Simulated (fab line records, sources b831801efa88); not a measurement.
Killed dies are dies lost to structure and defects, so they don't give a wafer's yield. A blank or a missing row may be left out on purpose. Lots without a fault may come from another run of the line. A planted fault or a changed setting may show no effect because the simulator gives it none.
Chamber matching | flow sky130 | SKY_VIA1_ETCH_15 on rie_diel-02: 4 sister chambers
The step etches SiO2 in C4F8/O2/Ar, stops on TiN, target depth 351 nm, time 54 s. 8 wafers are shown with their chamber, then 8 later ones without.

WAFERS WITH THEIR CHAMBER
wafer  | chamber | oes_product_au (a.u.)
L089.3 | 2       | 0.980
L089.4 | 1       | 0.978
L089.5 | 3       | 0.975
L089.6 | 0       | 0.977
L091.1 | 2       | 0.979
L091.2 | 3       | 0.986
L091.3 | 1       | 0.987
L091.4 | 0       | 0.979

WAFERS WITHOUT THEIR CHAMBER
wafer  | oes_product_au (a.u.)
L091.5 | 0.985
L091.6 | 0.977
L093.1 | 0.977
L093.2 | 0.984
L093.3 | 0.994
L093.4 | 0.989
L093.5 | 0.975
L093.6 | 0.984

WHICH CHAMBER EACH WENT THROUGH
wafer  | from the rows above               | in truth
L091.5 | can't be placed: 1 or 3 or 2 or 0 | 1
L091.6 | can't be placed: 0 or 2 or 3 or 1 | 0
L093.1 | can't be placed: 0 or 2 or 3 or 1 | 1
L093.2 | can't be placed: 1 or 3 or 2 or 0 | 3
L093.3 | can't be placed: 1 or 3 or 2 or 0 | 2
L093.4 | can't be placed: 1 or 3 or 2 or 0 | 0
L093.5 | can't be placed: 0 or 2 or 3 or 1 | 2
L093.6 | can't be placed: 1 or 3 or 2 or 0 | 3
Placed correctly: 0 of 8. Can't be placed from these rows: 8 (the true chamber is among the candidates in 8). Placed wrongly: 0.
How it was worked out, from the rows above alone: a wafer's distance from a chamber is the root of the sum, over the readings, of the square of ((its reading less the chamber's mean) divided by the reading's scatter). The wafer belongs to the nearest chamber; if the next one is less than 2 further off, it can't be placed. A chamber's mean is the mean of its shown wafers. The scatter: the root of (the sum of the squares of (reading less its chamber's mean) over the shown wafers, divided by (wafers less chambers)).
